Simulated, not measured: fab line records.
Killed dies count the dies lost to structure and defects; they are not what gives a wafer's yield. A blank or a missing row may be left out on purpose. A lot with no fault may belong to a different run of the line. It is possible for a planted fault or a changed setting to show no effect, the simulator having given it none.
Comparing a struck lot with a sound one | flow sfq line | 14 out of 325 route steps
Sound: wafers L108.3, L108.4, L108.5. The struck wafers were L120.2, L120.3, L120.6. At the end, the cause is stated.
Per side, at each step with rows, come the tool, then ch with its chambers, and then its first start. Under that, the readings that differ: sound wafers | struck wafers | difference of the means | sigmas: that difference in standard deviations of wafers without a fault.
alike: words and numbers the same on both sides, and readings whose means are apart by under 2 such deviations; not compared: readings that were withheld, readings missing a value for some wafer, numbers with overlapping values and no deviation given by the record, and bounds like >300 which may hide the same value.
Wherever a step has rows on one side only, a row that says differs or no value, or a row with sigmas, the two part there. When numbers do not overlap yet have no deviation, they are printed without sigmas and do not part them. Lack of a reading on every wafer of one side parts them only where that side has two or more wafers.

first, 6 steps without rows for these wafers: SFQ_TRILAYER_M6_LITHO_COAT_164 (resist thk 62 nm); SFQ_TRILAYER_M6_LITHO_COAT_159 (resist thk 600 nm); SFQ_TRILAYER_M6_LITHO_SOFTBAKE_163; SFQ_TRILAYER_M6_LITHO_EXPOSE_160 (exposes mask M6, target cd 500 nm); SFQ_TRILAYER_M6_LITHO_PEB_162 (peb time 60 s); SFQ_TRILAYER_M6_LITHO_DEVELOP_161 (time 60 s).
SFQ_M6_OVL_MEAS_940:
  struck on overlay-01, day 62 07:26; sound on overlay-02, day 59 21:53
  alike: M6_OVL
SFQ_TRILAYER_M6_BARC_OPEN_METAL_ETCH_206: etches BARC in O2, target depth 125 nm, time 41.7 s.
  sound on rie metal-01 ch 0,1, day 59 21:56; struck on rie metal-03 ch 0, day 62 07:29
  alike: drypump motor current A, oes product au
  not compared: rf hours counter h
SFQ_TRILAYER_M6_ETCH_METAL_ETCH_162: etches Nb in Cl2/Ar, stops on SiO2, target depth 240 nm, time 120 s.
  sound on rie metal-01 ch 0,1, day 59 22:01; struck on rie metal-03 ch 0, day 62 07:37
  alike: drypump motor current A, oes product au
  not compared: rf hours counter h
SFQ_TRILAYER_M6_STRIP_STRIP_163: strips in O2.
  sound on rie metal-01 ch 0,1, day 59 22:17; struck on rie metal-03 ch 0, day 62 08:02
  alike: drypump motor current A, oes product au
  not compared: rf hours counter h
then, 1 step without rows for these wafers: SFQ_TRILAYER_M6_STRIP_SOLV_CLEAN_164 (cleans in NMP, time 600 s).
SFQ_TRILAYER_I6_DEP_PECVD_165: deposits SiO2 from SiH4/N2O, time 111.11 s, target thk 500 nm.
  sound on pecvd-03 ch 0,1,2, day 59 22:52; struck on pecvd-01 ch 0,1,2, day 62 09:13
  reading                                             | sound             | struck            | difference | sigmas
  heater power outer w (W)                            | 23 25 30          | 48 44 61          | +25        | +3
  heater power w (W)                                  | 71 78 87          | 115 105 128       | +37        | +2
  rf fwd power W (W)                                  | 182.7 182.8 182.5 | 108.6 107.7 109.2 | -74.2      | -99 or more
  showerhead vpp V (V)                                | 854 798 850       | 629 679 555       | -213       | -5
  model.SiO2_of_TRILAYER_I6_DEP_PECVD_165.thk nm (nm) | 491.7 508.1 505.6 | 426.1 420.8 438   | -73.5      |
  alike: throttle valve pct
SFQ_TRILAYER_I6_CMP_CMP_166: polishes SiO2.
  sound on cmp-01 ch 0,1,2, day 62 00:46; struck on cmp-01 ch 0,1, day 63 17:36
  reading                | sound       | struck      | difference | sigmas
  time to endpoint s (s) | 195 222 221 | 159 161 178 | -47        | -6
  alike: motor current A, slurry flow ml min
SFQ_I6_BOW_MEAS_941:
  struck on film metro-02, day 63 20:37; sound on film metro-04, day 62 03:48
  alike: I6_BOW

## WHERE THEY PART
Last at SFQ_TRILAYER_I6_CMP_CMP_166 as far as this record goes, first at SFQ_TRILAYER_I6_DEP_PECVD_165. Later steps at which nothing parts them and some readings are alike: SFQ_I6_BOW_MEAS_941.

WHY: whatever the simulator had introduced
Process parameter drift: pecvd-01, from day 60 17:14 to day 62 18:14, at SFQ_TRILAYER_I6_DEP_PECVD_165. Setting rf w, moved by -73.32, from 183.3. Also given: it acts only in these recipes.
